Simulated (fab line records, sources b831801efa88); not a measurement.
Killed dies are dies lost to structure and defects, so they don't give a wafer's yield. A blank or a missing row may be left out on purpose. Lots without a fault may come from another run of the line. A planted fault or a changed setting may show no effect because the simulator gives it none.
Which tool did it? | flow sky130 | 11 lots, 30 wafers sampled, at 6 steps of a route of 708

WHAT THE GAUGES READ, wafer by wafer
SKY_CONTACT_BOW_MEAS_05. Usual: CONTACT_BOW 81 um, standard deviation 7.5.
lot  | measured     | on            | CONTACT_BOW (um) | flag
L123 | day 29 01:08 | film_metro-04 | 82 83 95         |
L124 | day 30 15:23 | film_metro-03 | 78 76 79         |
L125 | day 31 08:56 | film_metro-04 | 83 77 89         |
L132 | day 34 03:26 | film_metro-01 | 89 93 76         |
L133 | day 34 08:50 | film_metro-01 | 78 74 74         |
L136 | day 36 12:31 | film_metro-04 | 82 80 83         |
L138 | day 36 13:29 | film_metro-04 | 87 89 83         |
L137 | day 36 15:17 | film_metro-01 | 73 91 78         |
L140 | day 36 15:58 | film_metro-01 | 77 61            |
L141 | day 36 16:56 | film_metro-01 | 75 85            |
L143 | day 37 09:03 | film_metro-01 | 80 78            |

SKY_CONTACT_RS_MEAS_25: measures by four-point-probe. Usual: CONTACT_W_RS 0.337 ohm/sq, standard deviation 0.0034.
lot  | measured     | on            | CONTACT_W_RS (ohm/sq) | flag
L123 | day 30 07:06 | film_metro-04 | 0.336 0.337 0.340     |
L124 | day 31 20:22 | film_metro-01 | 0.332 0.330 0.334     |
L125 | day 32 12:37 | film_metro-01 | 0.337 0.335 0.336     |
L132 | day 35 06:08 | film_metro-01 | 0.331 0.333 0.340     |
L133 | day 35 11:43 | film_metro-04 | 0.337 0.340 0.338     |
L136 | day 37 13:26 | film_metro-04 | 0.335 0.338 0.335     |
L138 | day 37 16:16 | film_metro-03 | 0.334 0.335 0.339     |
L137 | day 37 18:12 | film_metro-03 | 0.335 0.335 0.339     |
L140 | day 37 19:40 | film_metro-03 | 0.399 0.336           | OFF
L141 | day 37 21:09 | film_metro-01 | 0.339 0.408           | OFF
L143 | day 38 10:56 | film_metro-04 | 0.333 0.396           | OFF

SKY_CONTACT_THK_MEAS_26: measures by xrf. Usual: CONTACT_W_THK 346 nm, standard deviation 4.5.
lot  | measured     | on            | CONTACT_W_THK (nm) | flag
L123 | day 30 07:13 | film_metro-04 | 350 347 347        |
L124 | day 31 20:28 | film_metro-01 | 348 353 347        |
L125 | day 32 12:44 | film_metro-01 | 351 352 352        |
L132 | day 35 06:15 | film_metro-01 | 351 347 340        |
L133 | day 35 11:50 | film_metro-04 | 348 345 347        |
L136 | day 37 13:32 | film_metro-04 | 354 349 352        |
L138 | day 37 16:22 | film_metro-03 | 348 345 341        |
L137 | day 37 18:19 | film_metro-03 | 345 347 341        |
L140 | day 37 19:47 | film_metro-03 | 291 346            | OFF
L141 | day 37 21:15 | film_metro-01 | 343 286            | OFF
L143 | day 38 11:01 | film_metro-04 | 350 295            | OFF

WHICH TOOL RAN EACH LOT (tool, then ch and the chambers of the sampled wafers, then the start)
lot  | SKY_LI_CONTACT_STRIP_16              | SKY_CONTACT_ETCH_18                           | SKY_CONTACT_CVD_24
L123 | plasma_asher-03 ch 0,1, day 27 17:06 | rie_diel-01 ch 0,2, day 30 06:59 or earlier   | cvd_w-01 ch 0,1, day 30 06:59
L124 | plasma_asher-01 ch 0,1, day 29 08:12 | rie_diel-04 ch 1,2,3, day 31 20:14 or earlier | cvd_w-02 ch 0,1, day 31 20:14
L125 | plasma_asher-03 ch 0,1, day 30 01:56 | rie_diel-02 ch 1,3, day 32 12:29 or earlier   | cvd_w-01 ch 0,1, day 32 12:29
L132 | plasma_asher-01 ch 0,1, day 33 00:48 | rie_diel-01 ch 1,2,3, day 35 06:01 or earlier | cvd_w-02 ch 0,1, day 35 06:01
L133 | plasma_asher-02 ch 0,1, day 33 06:15 | rie_diel-01 ch 0,1,3, day 35 11:37 or earlier | cvd_w-01 ch 0,1, day 35 11:37
L136 | plasma_asher-03 ch 0,1, day 35 07:09 | rie_diel-04 ch 0,1,3, day 37 13:18 or earlier | cvd_w-01 ch 0,1, day 37 13:18
L138 | plasma_asher-02 ch 0,1, day 35 08:31 | rie_diel-02 ch 1,2,3, day 37 16:09 or earlier | cvd_w-01 ch 0,1, day 37 16:09
L137 | plasma_asher-01 ch 0,1, day 35 10:14 | rie_diel-04 ch 0,1,3, day 37 18:05 or earlier | cvd_w-02 ch 1, day 37 18:05
L140 | plasma_asher-02 ch 0,1, day 35 10:36 | rie_diel-01 ch 0,1, day 37 19:32 or earlier   | cvd_w-02 ch 1, day 37 19:32
L141 | plasma_asher-01 ch 1, day 35 11:31   | rie_diel-02 ch 2,3, day 37 20:58 or earlier   | cvd_w-02 ch 0,1, day 37 20:58
L143 | plasma_asher-02 ch 0, day 36 05:29   | rie_diel-02 ch 1, day 38 10:48 or earlier     | cvd_w-02 ch 0,1, day 38 10:48
- SKY_LI_CONTACT_STRIP_16: strips in O2/N2.
- SKY_CONTACT_ETCH_18: etches Si3N4 in CHF3/O2, stops on TiN, time 39 s, target depth 75 nm.
- SKY_CONTACT_CVD_24: deposits W, target thk 340 nm, time 102.12 s.

WHAT THE TOOLS THEMSELVES READ (means of the sampled wafers that have a number; where no wafer has one, the mark that the record gives instead)
SKY_LI_CONTACT_STRIP_16. Usual: drypump_motor_current_A 5.9 A, standard deviation 0.41; oes_product_au 0.376 a.u., standard deviation 0.0046; strip_time_to_endpoint_s 3.494 s, standard deviation 0.026.
lot  | tool            | drypump_motor_current_A (A) | oes_product_au (a.u.) | strip_time_to_endpoint_s (s) | flag
L123 | plasma_asher-03 | 5.6                         | 0.374                 | 3.496                        |
L124 | plasma_asher-01 | 5.6                         | 0.372                 | 3.479                        |
L125 | plasma_asher-03 | 5.4                         | 0.368                 | 3.500                        |
L132 | plasma_asher-01 | 5.6                         | 0.376                 | 3.504                        |
L133 | plasma_asher-02 | 6.4                         | 0.375                 | 3.489                        |
L136 | plasma_asher-03 | 5.6                         | 0.380                 | 3.503                        |
L138 | plasma_asher-02 | 6.3                         | 0.375                 | 3.488                        |
L137 | plasma_asher-01 | 5.6                         | 0.374                 | 3.464                        |
L140 | plasma_asher-02 | 6.3                         | 0.376                 | 3.533                        |
L141 | plasma_asher-01 | 5.9                         | 0.379                 | 3.497                        |
L143 | plasma_asher-02 | 6.4                         | 0.369                 | 3.450                        |

SKY_CONTACT_ETCH_18. Usual: O2_flow_sccm 4.999 sccm, standard deviation 0.016; chf3_flow_sccm 49.98 sccm, standard deviation 0.14; drypump_motor_current_A 5.8 A, standard deviation 0.45; oes_product_au 0.855 a.u., standard deviation 0.0064; throttle_valve_pct 8.793 %, standard deviation 0.009.
lot  | tool        | O2_flow_sccm (sccm) | chf3_flow_sccm (sccm) | drypump_motor_current_A (A) | oes_product_au (a.u.) | throttle_valve_pct (%) | flag
L123 | rie_diel-01 | 5.016               | 49.98                 | 5.9                         | 0.848                 | 8.794                  |
L124 | rie_diel-04 | 4.991               | 50.01                 | 5.9                         | 0.857                 | 8.792                  |
L125 | rie_diel-02 | 4.998               | 49.96                 | 6.1                         | 0.851                 | 8.796                  |
L132 | rie_diel-01 | 5.005               | 49.87                 | 5.8                         | 0.851                 | 8.791                  |
L133 | rie_diel-01 | 4.990               | 49.98                 | 5.6                         | 0.850                 | 8.785                  |
L136 | rie_diel-04 | 4.999               | 49.93                 | 6.0                         | 0.854                 | 8.795                  |
L138 | rie_diel-02 | 5.016               | 49.86                 | 5.9                         | 0.851                 | 8.795                  |
L137 | rie_diel-04 | 4.985               | 50.00                 | 6.0                         | 0.853                 | 8.794                  |
L140 | rie_diel-01 | 4.987               | 50.02                 | 5.2                         | 0.849                 | 8.791                  |
L141 | rie_diel-02 | 4.998               | 49.95                 | 5.8                         | 0.858                 | 8.793                  |
L143 | rie_diel-02 | 5.014               | 49.95                 | 6.2                         | 0.855                 | 8.792                  |

SKY_CONTACT_CVD_24. Usual: heater_power_w 819 W, standard deviation 73; susceptor_temp_C 400.00 C, standard deviation 0.23.
lot  | tool     | heater_power_w (W) | susceptor_temp_C (C) | flag
L123 | cvd_w-01 | 782                | 399.95               |
L124 | cvd_w-02 | 917                | 399.95               |
L125 | cvd_w-01 | 785                | 400.06               |
L132 | cvd_w-02 | 835                | 399.99               |
L133 | cvd_w-01 | 772                | 400.11               |
L136 | cvd_w-01 | 791                | 399.97               |
L138 | cvd_w-01 | 782                | 400.13               |
L137 | cvd_w-02 | 791                | 399.99               |
L140 | cvd_w-02 | 798                | 400.11               |
L141 | cvd_w-02 | 852                | 400.05               |
L143 | cvd_w-02 | 878                | 399.99               |

THE ANSWER, worked out from the rows above alone
Rule: a lot is off if the mean of its wafers that have a number lies more than 3 standard deviations from the usual mean. A lot without any number at a reading at which 4 lots or more have one is off too. The other lots that the step has rows for count as sound. The gauges are gone through in route order, then the tools' own readings, and for those a lot's mean is taken as printed above. The first step at which some lot is off is used, and at that step the reading that is off furthest; a lot without a number counts as furthest.
Off: L140, L141, L143, at SKY_CONTACT_RS_MEAS_25 (CONTACT_W_RS).
A tool fits if, at a process step before that reading, it ran every lot that is off, and no sound lot after the first of them. The gauges at SKY_CONTACT_RS_MEAS_25 are tried like those tools. SKY_CONTACT_ETCH_18 gives no start for some lots, so the hours and the order of its lots are those of SKY_CONTACT_CVD_24. One fits: cvd_w-02 at SKY_CONTACT_CVD_24. Its last sound lot is L137 (day 37 18:05), its first lot that is off L140 (day 37 19:32): a fault that began between those two fits.

WHAT THE SIMULATOR HAD PUT IN
Process parameter drift: cvd_w-02, from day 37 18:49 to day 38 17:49, at SKY_CONTACT_CVD_24. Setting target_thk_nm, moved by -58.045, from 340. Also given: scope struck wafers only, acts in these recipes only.
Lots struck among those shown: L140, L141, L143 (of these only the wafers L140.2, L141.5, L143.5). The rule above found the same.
